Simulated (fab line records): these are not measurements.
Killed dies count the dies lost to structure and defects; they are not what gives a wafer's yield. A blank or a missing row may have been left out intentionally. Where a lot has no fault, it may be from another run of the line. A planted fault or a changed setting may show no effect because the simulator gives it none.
Which tool was responsible?	flow gf180mcu	7 lots, 21 wafers sampled, at 2 steps of a route of 602

WHAT THE GAUGES SHOWED, per wafer
GF_VT_IMPLANT_TW_MEAS_43.
lot	measured	on	VT_IMPLANT_4_TW
L339	day 8 03:29	filmMetro-02	681 679 679
L341	day 8 14:35	filmMetro-03	691 691 698
L346	day 10 02:57	filmMetro-04	655 656 658
L349	day 10 22:14	filmMetro-03	696 690 697
L354	day 12 06:47	filmMetro-04	697 699 698
L358	day 13 08:11	filmMetro-04	701 699 696
L360	day 14 03:55	filmMetro-02	684 687 687

EACH LOT AND THE TOOL THAT RAN IT (in order: tool; ch and the chambers of the sampled wafers; start)
lot	GF_VT_IMPLANT_IMPLANT_41
L339	implanter-04 ch 0, day 8 03:16
L341	implanter-04 ch 0, day 8 14:20
L346	implanter-04 ch 0, day 10 02:44
L349	implanter-01 ch 0, day 10 21:59
L354	implanter-03 ch 0, day 12 06:32
L358	implanter-01 ch 0, day 13 07:57
L360	implanter-01 ch 0, day 14 03:40
- GF_VT_IMPLANT_IMPLANT_41

THE ANSWER, worked out from the rows above alone
Rule: the usual values come from the lots themselves. The widest of any qualifying gaps counts: lots, ordered by their means at a reading, are off when they make up no more than a third of the lots, leave a main group of 4 or more, and stand apart from it by 3 or more times the standard deviation of that group's means. Not used: any main group whose means are identical at the precision the tables above print for the reading. Also off: a lot with no number at a reading for which 4 or more lots have one. All remaining lots with rows at the step are treated as sound.
Off: at GF_VT_IMPLANT_TW_MEAS_43 (VT_IMPLANT_4_TW), L346. Main group: mean 692, sd 6.8.
A tool fits if, at a process step before that reading, it ran every lot that is off, and no sound lot after the first of them. The gauges at GF_VT_IMPLANT_TW_MEAS_43 are tried like those tools. One fits: GF_VT_IMPLANT_IMPLANT_41 on implanter-04. A fault onset in the window from L341 (day 8 14:20, its last sound lot) to L346 (day 10 02:44, its first lot off) fits.

WHAT THE SIMULATOR PUT IN
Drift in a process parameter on implanter-04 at GF_VT_IMPLANT_IMPLANT_41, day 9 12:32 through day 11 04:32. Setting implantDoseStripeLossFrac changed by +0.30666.
Shown lots that were struck: L346. This agrees with what the rule above found.
